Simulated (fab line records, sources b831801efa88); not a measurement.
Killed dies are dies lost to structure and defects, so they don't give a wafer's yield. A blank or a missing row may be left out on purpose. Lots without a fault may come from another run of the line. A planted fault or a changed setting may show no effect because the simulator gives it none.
Which tool did it? | flow gf180mcu | 13 lots, 37 wafers sampled, at 3 steps of a route of 602

WHAT THE GAUGES READ, wafer by wafer
GF_CONTACT_CD_MEAS_14: target cd 220 nm. Usual: cd_nm 219.9 nm, standard deviation 1.5.
lot  | measured     | on        | cd_nm (nm)        | flag
L673 | day 16 02:31 | cd_sem-01 | 221.4 220.7 221.4 |
L674 | day 16 07:52 | cd_sem-01 | 216.6 215.9 218.6 |
L675 | day 16 11:59 | cd_sem-01 | 218.4 218.4 218.5 |
L676 | day 17 03:23 | cd_sem-01 | 221.2 219.5 220.7 |
L677 | day 17 15:46 | cd_sem-02 | 220.9 219.6 220.0 |
L678 | day 17 22:58 | cd_sem-01 | 220.8 219.0 220.1 |
L679 | day 18 03:53 | cd_sem-01 | 220.8 219.9 219.4 |
L680 | day 18 19:39 | cd_sem-02 | 221.7 222.2 220.6 |
L687 | day 21 05:19 | cd_sem-02 | 219.6 206.4       | OFF
L689 | day 21 22:29 | cd_sem-01 | 205.0 203.6       | OFF
L690 | day 22 08:14 | cd_sem-01 | 220.1 219.7 220.1 |
L695 | day 24 02:14 | cd_sem-02 | 217.5 217.1 218.2 |
L696 | day 24 08:43 | cd_sem-02 | 222.9 224.1 222.6 |

WHICH TOOL RAN EACH LOT (tool, then ch and the chambers of the sampled wafers, then the start)
lot  | GF_SALICIDE_RTA_06               | GF_CONTACT_EXPOSE_11
L673 | rtp_anneal-02 ch 0, day 15 04:08 | krf_scanner-01 ch 0, day 15 15:50
L674 | rtp_anneal-01 ch 0, day 15 08:31 | krf_scanner-02 ch 0, day 15 20:26
L675 | rtp_anneal-01 ch 0, day 15 12:40 | krf_scanner-02 ch 0, day 16 00:57
L676 | rtp_anneal-02 ch 0, day 16 03:29 | krf_scanner-01 ch 0, day 16 16:12
L677 | rtp_anneal-01 ch 0, day 16 16:24 | krf_scanner-01 ch 0, day 17 04:31
L678 | rtp_anneal-02 ch 0, day 16 22:43 | krf_scanner-02 ch 0, day 17 11:06
L679 | rtp_anneal-01 ch 0, day 17 03:55 | krf_scanner-02 ch 0, day 17 16:46
L680 | rtp_anneal-02 ch 0, day 17 19:04 | krf_scanner-02 ch 0, day 18 07:24
L687 | rtp_anneal-02 ch 0, day 20 03:38 | krf_scanner-02 ch 0, day 20 16:35
L689 | rtp_anneal-02 ch 0, day 20 22:20 | krf_scanner-02 ch 0, day 21 10:58
L690 | rtp_anneal-01 ch 0, day 21 08:01 | krf_scanner-01 ch 0, day 21 20:49
L695 | rtp_anneal-02 ch 0, day 23 02:29 | krf_scanner-01 ch 0, day 23 15:02
L696 | rtp_anneal-02 ch 0, day 23 10:05 | krf_scanner-02 ch 0, day 23 22:19
- GF_SALICIDE_RTA_06: time 30 s.
- GF_CONTACT_EXPOSE_11: exposes mask Contact, target cd 220 nm.

WHAT THE TOOLS THEMSELVES READ (means of the sampled wafers that have a number; where no wafer has one, the mark that the record gives instead)
GF_SALICIDE_RTA_06. Usual: anneal_temp_c_max 532.4, standard deviation 0.67; lamp_power_pct 6.42 %, standard deviation 0.25; wafer_temp_C_max 532.2, standard deviation 0.54.
lot  | tool          | anneal_temp_c_max | lamp_power_pct (%) | wafer_temp_C_max | flag
L673 | rtp_anneal-02 | 533.5             | 6.69               | 531.8            |
L674 | rtp_anneal-01 | 531.8             | 6.18               | 532.7            |
L675 | rtp_anneal-01 | 531.7             | 6.19               | 532.3            |
L676 | rtp_anneal-02 | 532.9             | 6.69               | 531.6            |
L677 | rtp_anneal-01 | 531.9             | 6.19               | 532.4            |
L678 | rtp_anneal-02 | 532.9             | 6.69               | 532.1            |
L679 | rtp_anneal-01 | 531.8             | 6.18               | 532.4            |
L680 | rtp_anneal-02 | 532.6             | 6.69               | 532.0            |
L687 | rtp_anneal-02 | 532.4             | 6.70               | 531.5            |
L689 | rtp_anneal-02 | 533.0             | 6.69               | 531.9            |
L690 | rtp_anneal-01 | 532.6             | 6.18               | 532.6            |
L695 | rtp_anneal-02 | 532.6             | 6.69               | 532.0            |
L696 | rtp_anneal-02 | 532.7             | 6.69               | 532.2            |

THE ANSWER, worked out from the rows above alone
Rule: a lot is off if the mean of its wafers that have a number lies more than 3 standard deviations from the usual mean. A lot without any number at a reading at which 4 lots or more have one is off too. The other lots that the step has rows for count as sound. The gauges are gone through in route order, then the tools' own readings, and for those a lot's mean is taken as printed above. The first step at which some lot is off is used, and at that step the reading that is off furthest; a lot without a number counts as furthest.
Off: L687, L689, at GF_CONTACT_CD_MEAS_14 (cd_nm).
A tool fits if, at a process step before that reading, it ran every lot that is off, and no sound lot after the first of them. The gauges at GF_CONTACT_CD_MEAS_14 are tried like those tools. None of those tried fits.

WHAT THE SIMULATOR HAD PUT IN
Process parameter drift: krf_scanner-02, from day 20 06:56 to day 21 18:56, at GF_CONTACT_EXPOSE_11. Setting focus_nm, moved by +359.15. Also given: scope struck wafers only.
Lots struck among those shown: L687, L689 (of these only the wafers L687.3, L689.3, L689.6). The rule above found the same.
